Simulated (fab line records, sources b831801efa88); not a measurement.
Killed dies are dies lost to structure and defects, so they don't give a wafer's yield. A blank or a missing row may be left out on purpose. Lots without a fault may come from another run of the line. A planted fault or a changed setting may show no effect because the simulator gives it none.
Which tool did it? | flow sky130 | 12 lots, 36 wafers sampled, at 4 steps of a route of 708

WHAT THE GAUGES READ, wafer by wafer
SKY_SD_N_TW_MEAS_12.
lot  | measured     | on            | SD_N_TW
L977 | day 28 02:17 | film_metro-04 | 3975 3958 3955
L981 | day 30 03:13 | film_metro-03 | 3978 3957 3975
L982 | day 30 13:04 | film_metro-02 | 3986 4025 4001
L983 | day 31 02:47 | film_metro-02 | 3998 3992 3993
L984 | day 31 16:26 | film_metro-04 | 3980 4003 3965
L985 | day 31 20:53 | film_metro-03 | 3966 3951 3958
L992 | day 34 03:52 | film_metro-04 | 3994 3993 3993
L993 | day 34 07:29 | film_metro-03 | 3990 3971 3992
L994 | day 34 08:35 | film_metro-04 | 3996 4011 4011
L997 | day 35 21:41 | film_metro-02 | 3980 3980 3995
L998 | day 35 23:44 | film_metro-02 | 4020 4020 4027
L999 | day 36 04:59 | film_metro-04 | 3967 3988 3977

SKY_CONTACT_THK_MEAS_01.
lot  | measured     | on            | CONTACT_CVD_00_THK (nm)
L977 | day 30 14:53 | film_metro-03 | 75.2 74.7 76.5
L981 | day 32 14:13 | film_metro-04 | 74.7 76.3 75.5
L982 | day 32 22:59 | film_metro-03 | 75.7 74.7 76.1
L983 | day 33 10:50 | film_metro-04 | 75.9 75.2 75.6
L984 | day 33 22:37 | film_metro-03 | 75.4 76.3 77.1
L985 | day 34 02:57 | film_metro-03 | 74.4 75.5 76.3
L992 | day 36 11:43 | film_metro-01 | 75.1 73.4 75.2
L993 | day 36 15:28 | film_metro-03 | 73.6 73.8 75.5
L994 | day 36 16:25 | film_metro-01 | 75.4 75.3 75.4
L997 | day 38 04:16 | film_metro-03 | 74.6 74.9 75.1
L998 | day 38 06:49 | film_metro-04 | 75.2 75.6 75.5
L999 | day 38 10:34 | film_metro-01 | 74.1 74.0 75.5

SKY_CONTACT_THK_MEAS_03.
lot  | measured     | on            | CONTACT_HDPCVD_THK (nm)
L977 | day 30 15:01 | film_metro-04 | 575 570 572
L981 | day 32 14:21 | film_metro-01 | 565 565 572
L982 | day 32 23:07 | film_metro-01 | 679 680 683
L983 | day 33 10:58 | film_metro-03 | 567 562 552
L984 | day 33 22:45 | film_metro-01 | 680 680 680
L985 | day 34 03:05 | film_metro-01 | 677 669 676
L992 | day 36 11:50 | film_metro-04 | 563 565 563
L993 | day 36 15:35 | film_metro-04 | 563 572 567
L994 | day 36 16:32 | film_metro-03 | 572 566 568
L997 | day 38 04:23 | film_metro-03 | 559 562 558
L998 | day 38 06:56 | film_metro-01 | 566 557 563
L999 | day 38 10:41 | film_metro-03 | 564 562 559

WHICH TOOL RAN EACH LOT (tool, then ch and the chambers of the sampled wafers, then the start)
lot  | SKY_CONTACT_HDPCVD_02
L977 | hdpcvd-01 ch 1,2, day 30 14:56
L981 | hdpcvd-01 ch 0,1,2, day 32 14:17
L982 | hdpcvd-01 ch 0,1, day 32 23:03
L983 | hdpcvd-02 ch 0,1,2, day 33 10:53
L984 | hdpcvd-01 ch 1,2, day 33 22:40
L985 | hdpcvd-01 ch 1,2, day 34 03:01
L992 | hdpcvd-01 ch 0,1,2, day 36 11:46
L993 | hdpcvd-01 ch 1,2, day 36 15:31
L994 | hdpcvd-01 ch 0,2, day 36 16:28
L997 | hdpcvd-01 ch 1,2, day 38 04:19
L998 | hdpcvd-02 ch 1,2, day 38 06:52
L999 | hdpcvd-01 ch 0,1,2, day 38 10:37
- SKY_CONTACT_HDPCVD_02: deposits SiO2, target thk 565 nm, time 94.2 s.

WHAT THE TOOLS THEMSELVES READ (means of the sampled wafers that have a number; where no wafer has one, the mark that the record gives instead)
SKY_CONTACT_HDPCVD_02.
lot  | tool      | sih4_flow_sccm (sccm)
L977 | hdpcvd-01 | 60.25
L981 | hdpcvd-01 | 60.08
L982 | hdpcvd-01 | 71.88
L983 | hdpcvd-02 | 60.07
L984 | hdpcvd-01 | 71.98
L985 | hdpcvd-01 | 72.01
L992 | hdpcvd-01 | 59.93
L993 | hdpcvd-01 | 60.21
L994 | hdpcvd-01 | 59.96
L997 | hdpcvd-01 | 59.92
L998 | hdpcvd-02 | 60.17
L999 | hdpcvd-01 | 60.09

THE ANSWER, worked out from the rows above alone
Rule: what is usual is taken from the lots themselves. Put in order of their means at a reading, lots are off if they are a third of the lots or fewer, leave a main group of 4 or more, and stand apart from it by a gap of 3 or more times the standard deviation of the main group's means; of several such gaps the widest counts. A main group whose means are all the same, to the digits that the tables above print for the reading, isn't used. A lot without any number at a reading at which 4 lots or more have one is off too. The other lots that the step has rows for count as sound. The gauges are gone through in route order, then the tools' own readings, and for those a lot's mean is taken as printed above. The first step at which some lot is off is used, and at that step the reading that is off furthest; a lot without a number counts as furthest.
Off: L982, L984, L985, at SKY_CONTACT_THK_MEAS_03 (CONTACT_HDPCVD_THK). The main group: mean 565 nm, standard deviation 4.1.
A tool fits if, at a process step before that reading, it ran every lot that is off, and no sound lot after the first of them. The gauges at SKY_CONTACT_THK_MEAS_03 aren't tried: what is off there is off at SKY_CONTACT_HDPCVD_02 too, on other tools, and a gauge's error can't cause that. None of those tried fits.

WHAT THE SIMULATOR HAD PUT IN
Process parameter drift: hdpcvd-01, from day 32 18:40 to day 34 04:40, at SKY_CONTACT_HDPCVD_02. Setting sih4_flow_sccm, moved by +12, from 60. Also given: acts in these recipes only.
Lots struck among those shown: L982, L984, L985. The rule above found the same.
